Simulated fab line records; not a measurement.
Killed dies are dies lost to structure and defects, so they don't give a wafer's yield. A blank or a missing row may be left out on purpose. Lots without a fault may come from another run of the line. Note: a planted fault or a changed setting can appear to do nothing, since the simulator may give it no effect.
Which tool did it? :: flow gf180mcu :: 39 wafers from 13 lots sampled at 4 of the route's 602 steps

== WHAT THE GAUGES READ, wafer by wafer ==
GF_M1_RS_MEAS_05: measurement is done with a four-point probe.
lot: L812
measured: day 16 14:07
on: film metro-04
M1_ALCU_RS (ohm/sq): 0.0711 0.0703 0.0703

lot: L813
measured: day 16 20:17
on: film metro-02
M1_ALCU_RS (ohm/sq): 0.0687 0.0691 0.0693

lot: L815
measured: day 17 21:43
on: film metro-04
M1_ALCU_RS (ohm/sq): 0.0693 0.0705 0.0702

lot: L816
measured: day 18 07:32
on: film metro-02
M1_ALCU_RS (ohm/sq): 0.0700 0.0696 0.0702

lot: L817
measured: day 18 18:46
on: film metro-01
M1_ALCU_RS (ohm/sq): 0.0689 0.0699 0.0692

lot: L819
measured: day 19 16:19
on: film metro-02
M1_ALCU_RS (ohm/sq): 0.0691 0.0690 0.0693

lot: L825
measured: day 21 13:20
on: film metro-02
M1_ALCU_RS (ohm/sq): 0.0695 0.0692 0.0697

lot: L826
measured: day 21 23:22
on: film metro-04
M1_ALCU_RS (ohm/sq): 0.0698 0.0696 0.0696

lot: L829
measured: day 22 23:02
on: film metro-02
M1_ALCU_RS (ohm/sq): 0.0686 0.0695 0.0697

lot: L831
measured: day 23 14:31
on: film metro-04
M1_ALCU_RS (ohm/sq): 0.0683 0.0685 0.0682

lot: L833
measured: day 24 05:13
on: film metro-04
M1_ALCU_RS (ohm/sq): 0.0699 0.0698 0.0697

lot: L834
measured: day 25 03:32
on: film metro-01
M1_ALCU_RS (ohm/sq): 0.0689 0.0693 0.0696

lot: L835
measured: day 25 05:04
on: film metro-04
M1_ALCU_RS (ohm/sq): 0.0688 0.0689 0.0676

== WHAT TOOL EACH LOT RAN ON (gives the tool, then ch and the chambers of the sampled wafers, and finally the start) ==
lot: L812
GF_CONTACT_SPUTTER_22: pvd sputter-03, day 16 13:07
GF_CONTACT_SPUTTER_23: pvd sputter-03, day 16 13:11
GF_M1_SPUTTER_03: pvd sputter-01, day 16 14:04

lot: L813
GF_CONTACT_SPUTTER_22: pvd sputter-02, day 16 19:22
GF_CONTACT_SPUTTER_23: pvd sputter-02, day 16 19:26
GF_M1_SPUTTER_03: pvd sputter-01, day 16 20:13

lot: L815
GF_CONTACT_SPUTTER_22: pvd sputter-03, day 17 20:38
GF_CONTACT_SPUTTER_23: pvd sputter-03, day 17 20:41
GF_M1_SPUTTER_03: pvd sputter-02, day 17 21:39

lot: L816
GF_CONTACT_SPUTTER_22: pvd sputter-03, day 18 06:38
GF_CONTACT_SPUTTER_23: pvd sputter-03, day 18 06:41
GF_M1_SPUTTER_03: pvd sputter-04, day 18 07:28

lot: L817
GF_CONTACT_SPUTTER_22: pvd sputter-01, day 18 17:52
GF_CONTACT_SPUTTER_23: pvd sputter-01, day 18 17:55
GF_M1_SPUTTER_03: pvd sputter-02, day 18 18:42

lot: L819
GF_CONTACT_SPUTTER_22: pvd sputter-01, day 19 15:23
GF_CONTACT_SPUTTER_23: pvd sputter-01, day 19 15:27
GF_M1_SPUTTER_03: pvd sputter-02, day 19 16:14

lot: L825
GF_CONTACT_SPUTTER_22: pvd sputter-01, day 21 12:25
GF_CONTACT_SPUTTER_23: pvd sputter-01, day 21 12:28
GF_M1_SPUTTER_03: pvd sputter-04, day 21 13:15

lot: L826
GF_CONTACT_SPUTTER_22: pvd sputter-01, day 21 22:26
GF_CONTACT_SPUTTER_23: pvd sputter-01, day 21 22:31
GF_M1_SPUTTER_03: pvd sputter-04, day 21 23:17

lot: L829
GF_CONTACT_SPUTTER_22: pvd sputter-03, day 22 22:07
GF_CONTACT_SPUTTER_23: pvd sputter-03, day 22 22:11
GF_M1_SPUTTER_03: pvd sputter-02, day 22 22:58

lot: L831
GF_CONTACT_SPUTTER_22: pvd sputter-01, day 23 13:37
GF_CONTACT_SPUTTER_23: pvd sputter-01, day 23 13:41
GF_M1_SPUTTER_03: pvd sputter-02, day 23 14:28

lot: L833
GF_CONTACT_SPUTTER_22: pvd sputter-01, day 24 03:57
GF_CONTACT_SPUTTER_23: pvd sputter-01, day 24 04:01
GF_M1_SPUTTER_03: pvd sputter-04, day 24 05:08

lot: L834
GF_CONTACT_SPUTTER_22: pvd sputter-02, day 25 02:07
GF_CONTACT_SPUTTER_23: pvd sputter-02, day 25 02:11
GF_M1_SPUTTER_03: pvd sputter-04, day 25 03:29

lot: L835
GF_CONTACT_SPUTTER_22: pvd sputter-03, day 25 02:49
GF_CONTACT_SPUTTER_23: pvd sputter-03, day 25 02:53
GF_M1_SPUTTER_03: pvd sputter-04, day 25 04:59
- GF_CONTACT_SPUTTER_22: material Ti, target thk 15 nm, time 80.02 s.
- GF_CONTACT_SPUTTER_23: material TiN, target thk 10 nm, time 40 s.
- GF_M1_SPUTTER_03: material Ti, target thk 10 nm, time 6.7 s.

== AS READ BY THE TOOLS THEMSELVES (means over the sampled wafers that have a number; for cases with no such wafer, the mark the record gives instead) ==
GF_CONTACT_SPUTTER_22.
lot: L812
tool: pvd sputter-03
cathode dc power W (W): 2500.0
chamber pressure pa (Pa): 4.998
throttle valve pct (%): 30.6

lot: L813
tool: pvd sputter-02
cathode dc power W (W): 2500.1
chamber pressure pa (Pa): 5.000
throttle valve pct (%): 29.3

lot: L815
tool: pvd sputter-03
cathode dc power W (W): 2499.9
chamber pressure pa (Pa): 4.996
throttle valve pct (%): 30.7

lot: L816
tool: pvd sputter-03
cathode dc power W (W): 2500.0
chamber pressure pa (Pa): 5.004
throttle valve pct (%): 30.7

lot: L817
tool: pvd sputter-01
cathode dc power W (W): 2499.8
chamber pressure pa (Pa): 4.994
throttle valve pct (%): 30.9

lot: L819
tool: pvd sputter-01
cathode dc power W (W): 2500.2
chamber pressure pa (Pa): 4.986
throttle valve pct (%): 29.9

lot: L825
tool: pvd sputter-01
cathode dc power W (W): 2499.9
chamber pressure pa (Pa): 4.997
throttle valve pct (%): 30.3

lot: L826
tool: pvd sputter-01
cathode dc power W (W): 2500.3
chamber pressure pa (Pa): 5.001
throttle valve pct (%): 29.1

lot: L829
tool: pvd sputter-03
cathode dc power W (W): 2499.9
chamber pressure pa (Pa): 4.996
throttle valve pct (%): 30.7

lot: L831
tool: pvd sputter-01
cathode dc power W (W): 2499.9
chamber pressure pa (Pa): 4.996
throttle valve pct (%): 28.3

lot: L833
tool: pvd sputter-01
cathode dc power W (W): 2500.2
chamber pressure pa (Pa): 5.001
throttle valve pct (%): 28.4

lot: L834
tool: pvd sputter-02
cathode dc power W (W): 2499.9
chamber pressure pa (Pa): 5.000
throttle valve pct (%): 29.9

lot: L835
tool: pvd sputter-03
cathode dc power W (W): 2500.1
chamber pressure pa (Pa): 4.988
throttle valve pct (%): 30.6

GF_CONTACT_SPUTTER_23.
lot: L812
tool: pvd sputter-03
cathode dc power W (W): 3999.5
chamber pressure pa (Pa): 5.003
throttle valve pct (%): 30.5

lot: L813
tool: pvd sputter-02
cathode dc power W (W): 3999.4
chamber pressure pa (Pa): 5.000
throttle valve pct (%): 29.4

lot: L815
tool: pvd sputter-03
cathode dc power W (W): 3999.5
chamber pressure pa (Pa): 5.002
throttle valve pct (%): 30.7

lot: L816
tool: pvd sputter-03
cathode dc power W (W): 4000.0
chamber pressure pa (Pa): 5.006
throttle valve pct (%): 30.6

lot: L817
tool: pvd sputter-01
cathode dc power W (W): 4000.7
chamber pressure pa (Pa): 5.007
throttle valve pct (%): 30.9

lot: L819
tool: pvd sputter-01
cathode dc power W (W): 4000.5
chamber pressure pa (Pa): 4.997
throttle valve pct (%): 29.8

lot: L825
tool: pvd sputter-01
cathode dc power W (W): 3999.4
chamber pressure pa (Pa): 4.992
throttle valve pct (%): 30.4

lot: L826
tool: pvd sputter-01
cathode dc power W (W): 4000.6
chamber pressure pa (Pa): 4.995
throttle valve pct (%): 29.4

lot: L829
tool: pvd sputter-03
cathode dc power W (W): 3999.7
chamber pressure pa (Pa): 4.988
throttle valve pct (%): 30.7

lot: L831
tool: pvd sputter-01
cathode dc power W (W): 4000.4
chamber pressure pa (Pa): 5.007
throttle valve pct (%): 28.7

lot: L833
tool: pvd sputter-01
cathode dc power W (W): 3999.4
chamber pressure pa (Pa): 5.017
throttle valve pct (%): 28.6

lot: L834
tool: pvd sputter-02
cathode dc power W (W): 4000.2
chamber pressure pa (Pa): 4.992
throttle valve pct (%): 29.7

lot: L835
tool: pvd sputter-03
cathode dc power W (W): 4000.0
chamber pressure pa (Pa): 5.001
throttle valve pct (%): 30.5

GF_M1_SPUTTER_03.
lot: L812
tool: pvd sputter-01
cathode dc power W (W): 2999.7
chamber pressure pa (Pa): 0.3004
throttle valve pct (%): 29.6

lot: L813
tool: pvd sputter-01
cathode dc power W (W): 3000.6
chamber pressure pa (Pa): 0.2996
throttle valve pct (%): 28.4

lot: L815
tool: pvd sputter-02
cathode dc power W (W): 3000.2
chamber pressure pa (Pa): 0.2999
throttle valve pct (%): 29.5

lot: L816
tool: pvd sputter-04
cathode dc power W (W): 3000.4
chamber pressure pa (Pa): 0.2995
throttle valve pct (%): 31.5

lot: L817
tool: pvd sputter-02
cathode dc power W (W): 2999.8
chamber pressure pa (Pa): 0.3002
throttle valve pct (%): 29.6

lot: L819
tool: pvd sputter-02
cathode dc power W (W): 2999.9
chamber pressure pa (Pa): 0.2995
throttle valve pct (%): 29.9

lot: L825
tool: pvd sputter-04
cathode dc power W (W): 2999.9
chamber pressure pa (Pa): 0.3123
throttle valve pct (%): 29.5

lot: L826
tool: pvd sputter-04
cathode dc power W (W): 3000.2
chamber pressure pa (Pa): 0.3131
throttle valve pct (%): 29.5

lot: L829
tool: pvd sputter-02
cathode dc power W (W): 2999.9
chamber pressure pa (Pa): 0.3002
throttle valve pct (%): 29.0

lot: L831
tool: pvd sputter-02
cathode dc power W (W): 3000.2
chamber pressure pa (Pa): 0.2996
throttle valve pct (%): 29.6

lot: L833
tool: pvd sputter-04
cathode dc power W (W): 3000.1
chamber pressure pa (Pa): 0.2997
throttle valve pct (%): 31.1

lot: L834
tool: pvd sputter-04
cathode dc power W (W): 3000.1
chamber pressure pa (Pa): 0.2999
throttle valve pct (%): 30.6

lot: L835
tool: pvd sputter-04
cathode dc power W (W): 3000.2
chamber pressure pa (Pa): 0.2999
throttle valve pct (%): 29.4

== THE ANSWER, worked out from the rows above alone ==
Rule: the usual values come from the lots themselves. Put in order of their means at a reading, lots are off if they are a third of the lots or fewer, leave a main group of 4 or more, and stand apart from it by a gap of 3 or more times the standard deviation of the main group's means; of several such gaps the widest counts. A main group is skipped when, at the precision printed for the reading in the tables above, its means are all equal. Also off: a lot with no number at a reading for which 4 or more lots have one. All remaining lots with rows at the step are treated as sound. After the gauges, taken in route order, come the tools' own readings; for these a lot's mean is taken, as printed above. At the first step where some lot is off, the reading lying furthest off is the one used; lots without a number count as furthest.
Off: L825, L826, at GF_M1_SPUTTER_03 (chamber pressure pa). Mean 0.2999 Pa and standard deviation 0.00029 in the main group.
A tool fits if, at that step or a process step before it, it ran every lot that is off, and no sound lot after the first of them. Not one of the candidates tried fits.

== WHAT WAS PUT IN BY THE SIMULATOR ==
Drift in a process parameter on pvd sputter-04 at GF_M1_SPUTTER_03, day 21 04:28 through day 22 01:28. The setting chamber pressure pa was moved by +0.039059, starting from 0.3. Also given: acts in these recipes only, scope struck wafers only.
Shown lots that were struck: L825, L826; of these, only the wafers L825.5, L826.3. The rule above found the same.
